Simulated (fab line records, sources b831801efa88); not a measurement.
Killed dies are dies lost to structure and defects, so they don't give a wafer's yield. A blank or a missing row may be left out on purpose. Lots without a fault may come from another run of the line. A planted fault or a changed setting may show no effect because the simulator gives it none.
fab line records | flow gf180mcu | part 2 of 2: steps 26 to 33 of 33
record lots=5 wafers=15 last_day=34
route steps=602 shown M5@527 V5@540
lots that met no fault: from a run of the same line without faults
start_h: hours from the record's first day to the start of the lot's first wafer shown | wait_h: hours since the lot's step before | " the same as in the row above | L1.1+2: a row that stands for several wafers | - no value, or no start given | * or withheld: withheld | < > ~ a bound
route shown NAME@n: a module of which the file shows steps, and the number in the route of the first | usual: mean/standard deviation of fault-free wafers | same: alike in all rows | chamber/n: place in a boat | sites: the reading at each site | _std_site: their standard deviation | _edge_site: outer sites' mean less inner sites' | radius_mm: how far each site lies from the wafer's centre | mask NAME#n: copy n | behind: the tool/chamber that last shaped the wafer | hold: why the lot was held/for how many hours/how that ended | device: the transistor (n, p or np) that didn't switch | end of line: the same wafers' tests at the end of the route | a step without rows: its recipe alone | killed: dies lost to structure and defects at the first sort, not the wafer's yield | map: a wafer's dies, x killed, . not, _ none there
set.NAME: the setting as run; set.NAME@STEP: as run at that earlier step | model.NAME: the simulator's own value behind a step, which no gauge read
lots at some steps of the route; a table a step, a row a wafer
services: from which hour (start_h, from the record's first day; less than 0 if before it) a tool's chamber was out of use, for how many hours, and why
## steps
# step GF_V5_PEB_12
# recipe peb_temp_c=135 peb_time_s=90 resist=KrF
# usual chill_plate_temp_C=22.99/0.1 heater_power_total_W=85.70/0.082 plate_temp_C=135.01/0.13
# columns lot.wafer tool chamber start_h wait_h chill_plate_temp_C heater_power_total_W plate_temp_C
L074.2 litho_track-03 0 - - 23.09 85.77 134.79
L074.4 " 0 " " 22.79 85.60 134.94
L074.6 " 0 " " 22.82 85.72 134.91
L077.4 litho_track-03 0 - - 22.93 85.62 134.97
L077.5 " 0 " " 22.92 85.56 134.99
L077.6 " 0 " " 23.03 85.89 134.93
L079.2 litho_track-02 0 - - 22.94 85.81 134.93
L079.5 " 0 " " 22.93 85.70 135.08
L079.6 " 0 " " 23.07 85.55 135.02
L095.1 litho_track-04 0 - - 23.12 85.66 134.83
L095.2 " 0 " " 23.10 85.55 134.92
L095.4 " 0 " " 23.07 85.84 134.82
L097.2 litho_track-04 0 - - 22.97 85.68 134.95
L097.3 " 0 " " 23.03 85.69 135.11
L097.4 " 0 " " 22.93 85.76 135.04
# step GF_V5_DEVELOP_13
# recipe develop_time_s=60 resist=KrF dev_temp_c=21
# usual chill_plate_temp_C=23.00/0.11
# columns lot.wafer tool chamber start_h wait_h chill_plate_temp_C
L074.2 litho_track-03 0 633.41 0.2 23.09
L074.4 " 0 " " 22.95
L074.6 " 0 " " 23.12
L077.4 litho_track-03 0 657.81 0.1 23.07
L077.5 " 0 " " 23.11
L077.6 " 0 " " 23.10
L079.2 litho_track-02 0 664.53 0.2 23.12
L079.5 " 0 " " 23.22
L079.6 " 0 " " 23.15
L095.1 litho_track-04 0 767.52 0.2 22.98
L095.2 " 0 " " 22.94
L095.4 " 0 " " 23.14
L097.2 litho_track-04 0 783.25 0.2 23.06
L097.3 " 0 " " 22.91
L097.4 " 0 " " 22.97
# step GF_V5_CD_MEAS_14
# recipe target_cd_nm=260
# usual cd_nm=260.0/1.1
# columns lot.wafer tool chamber start_h wait_h cd_nm
L074.2 cd_sem-01 - 633.56 0.1 260.1
L074.4 " - " " 259.7
L074.6 " - " " 260.0
L077.4 cd_sem-01 - 657.95 0.1 258.9
L077.5 " - " " 258.7
L077.6 " - " " 260.1
L079.2 cd_sem-02 - 664.67 0.1 259.3
L079.5 " - " " 259.0
L079.6 " - " " 258.6
L095.1 cd_sem-02 - 767.67 0.1 262.8
L095.2 " - " " 261.0
L095.4 " - " " 260.7
L097.2 cd_sem-02 - 783.39 0.1 259.6
L097.3 " - " " 259.9
L097.4 " - " " 259.2
# step GF_V5_OVL_MEAS_15
# usual V5_OVL=-2/5.6
# columns lot.wafer tool chamber start_h wait_h V5_OVL[nm]
L074.2 overlay-02 - 633.67 0.1 -1
L074.4 " - " " -3
L074.6 " - " " -5
L077.4 overlay-02 - 658.03 0.1 3
L077.5 " - " " 5
L077.6 " - " " -2
L079.2 overlay-02 - 664.78 0.1 -1
L079.5 " - " " -3
L079.6 " - " " 1
L095.1 overlay-02 - 767.79 0.1 -3
L095.2 " - " " -9
L095.4 " - " " -9
L097.2 overlay-01 - 783.50 0.1 6
L097.3 " - " " -6
L097.4 " - " " 4
# step GF_V5_ETCH_16
# recipe chemistry=N2/H2 target_depth_a=withheld overetch_a=withheld time_s=withheld target=BARC ion_energy_ev=200 source_w=500 bias_w=100 pressure_mtorr=30 n2_flow_sccm=100 h2_flow_sccm=200
# usual drypump_motor_current_A=5.5/0.44 oes_product_au=0.856/0.0052 throttle_valve_pct=13.225/0.0097
# columns lot.wafer tool chamber start_h wait_h drypump_motor_current_A oes_product_au throttle_valve_pct
L074.2 rie_diel-04 0 633.70 0.0 6.2 0.854 13.245
L074.4 " 1 " " 5.3 0.859 13.209
L074.6 " 2 " " 5.8 0.857 13.230
L077.4 rie_diel-02 3 658.07 0.0 4.7 0.862 13.220
L077.5 " 0 " " 5.7 0.860 13.224
L077.6 " 1 " " 5.9 0.861 13.221
L079.2 rie_diel-04 2 664.81 0.0 5.8 0.859 13.225
L079.5 " 2 " " 5.8 0.862 13.214
L079.6 " 1 " " 5.3 0.859 13.218
L095.1 rie_diel-03 1 767.83 0.0 5.4 0.855 13.229
L095.2 " 0 " " 6.1 0.851 13.240
L095.4 " 3 " " 5.4 0.855 13.228
L097.2 rie_diel-02 3 783.53 0.0 4.7 0.860 13.231
L097.3 " 2 " " 5.7 0.857 13.224
L097.4 " 0 " " 5.7 0.861 13.220
# step GF_V5_ETCH_17
# recipe chemistry=C4F8/O2/Ar mask_material=KrF target=SiO2 stop_on=TiN source_w=1500 bias_w=1200 pressure_mtorr=40 c4f8_flow_sccm=withheld O2_flow_sccm=6 Ar_flow_sccm=300 time_s=withheld target_depth_a=8550
# usual oes_product_au=0.860/0.004
# columns lot.wafer tool chamber start_h wait_h oes_product_au
L074.2 rie_diel-04 0 - - 0.860
L074.4 " 1 " " 0.860
L074.6 " 2 " " 0.866
L077.4 rie_diel-02 3 - - 0.854
L077.5 " 0 " " 0.858
L077.6 " 1 " " 0.857
L079.2 rie_diel-04 2 - - 0.867
L079.5 " 2 " " 0.861
L079.6 " 1 " " 0.861
L095.1 rie_diel-03 1 - - 0.862
L095.2 " 0 " " 0.866
L095.4 " 3 " " 0.861
L097.2 rie_diel-02 3 - - 0.863
L097.3 " 2 " " 0.858
L097.4 " 0 " " 0.858
# step GF_V5_STRIP_18
# recipe chemistry=O2/N2 power_w=1400 pressure_mtorr=1500 platen_temp_c=250 o2_flow_sccm=3000 n2_flow_sccm=300 overash_fraction=0.5
# usual drypump_motor_current_A=5.60/0.24 heater_power_w=323/35 oes_product_au=0.569/0.0047
# columns lot.wafer tool chamber start_h wait_h drypump_motor_current_A heater_power_w oes_product_au rf_hours_counter_h
L074.2 plasma_asher-03 1 633.85 - 5.29 327 0.569 86
L074.4 " 0 " " 4.76 288 0.570 -
L074.6 " 1 " " 5.31 312 0.568 -
L077.4 plasma_asher-02 1 658.23 - 5.72 319 0.580 -
L077.5 " 1 " " 5.69 324 0.576 -
L077.6 " 0 " " 5.71 282 0.579 -
L079.2 plasma_asher-02 1 664.96 - 5.70 324 0.568 51
L079.5 " 1 " " 5.67 332 0.570 -
L079.6 " 0 " " 5.72 280 0.575 -
L095.1 plasma_asher-02 1 767.98 - 5.66 328 0.568 63
L095.2 " 0 " " 5.70 274 0.569 63
L095.4 " 1 " " 5.70 318 0.564 -
L097.2 plasma_asher-01 0 783.68 - 5.58 346 0.567 42
L097.3 " 1 " " 5.77 375 0.564 -
L097.4 " 0 " " 5.60 355 0.567 -
# step GF_V5_STRIP_19
# recipe chemistry=post_etch_residue_remover time_s=1200 temp_c=72.5
# usual temp_c=72.50/0.11
# columns lot.wafer tool chamber start_h wait_h temp_c
L074.2 wet_bench-04 3 633.95 0.1 72.50
L074.4 " 3 " " 72.44
L074.6 " 3 " " 72.48
L077.4 wet_bench-03 1 658.30 0.0 72.40
L077.5 " 1 " " 72.44
L077.6 " 1 " " 72.50
L079.2 wet_bench-01 2 665.06 0.1 72.56
L079.5 " 2 " " 72.57
L079.6 " 2 " " 72.45
L095.1 wet_bench-03 2 768.08 0.1 72.52
L095.2 " 2 " " 72.62
L095.4 " 2 " " 72.52
L097.2 wet_bench-04 1 783.78 0.1 72.53
L097.3 " 1 " " 72.58
L097.4 " 1 " " 72.76
## services
# columns tool chamber start_h hours kind
krf_scanner-01 - 586.73 0.8 pm
plasma_asher-02 - 587.54 15.8 pm
rie_diel-04 1 600.27 4.0 repair
rie_diel-02 3 609.53 5.4 repair
krf_scanner-01 - 631.61 1.0 pm
krf_scanner-01 - 633.39 2.5 repair
krf_scanner-02 - 635.88 0.8 pm
rie_metal-02 - 639.55 0.5 repair
krf_scanner-01 - 645.42 1.3 pm
plasma_asher-02 - 646.23 7.5 repair
rie_diel-02 2 655.63 7.7 repair
rie_diel-03 - 660.75 14.6 pm
rie_diel-04 2 661.98 2.4 repair
krf_scanner-02 - 674.75 1.3 pm
rie_diel-03 0 679.64 2.5 repair
rie_diel-03 3 680.07 2.6 repair
krf_scanner-02 - 695.06 5.1 repair
rie_metal-02 - 698.31 0.6 repair
krf_scanner-02 - 700.17 3.6 pm
wet_bench-01 - 702.40 1.9 pm
rie_diel-03 0 709.09 2.1 repair
krf_scanner-02 - 721.52 1.0 pm
rie_diel-02 - 726.34 14.6 pm
rie_diel-02 3 742.60 4.7 repair
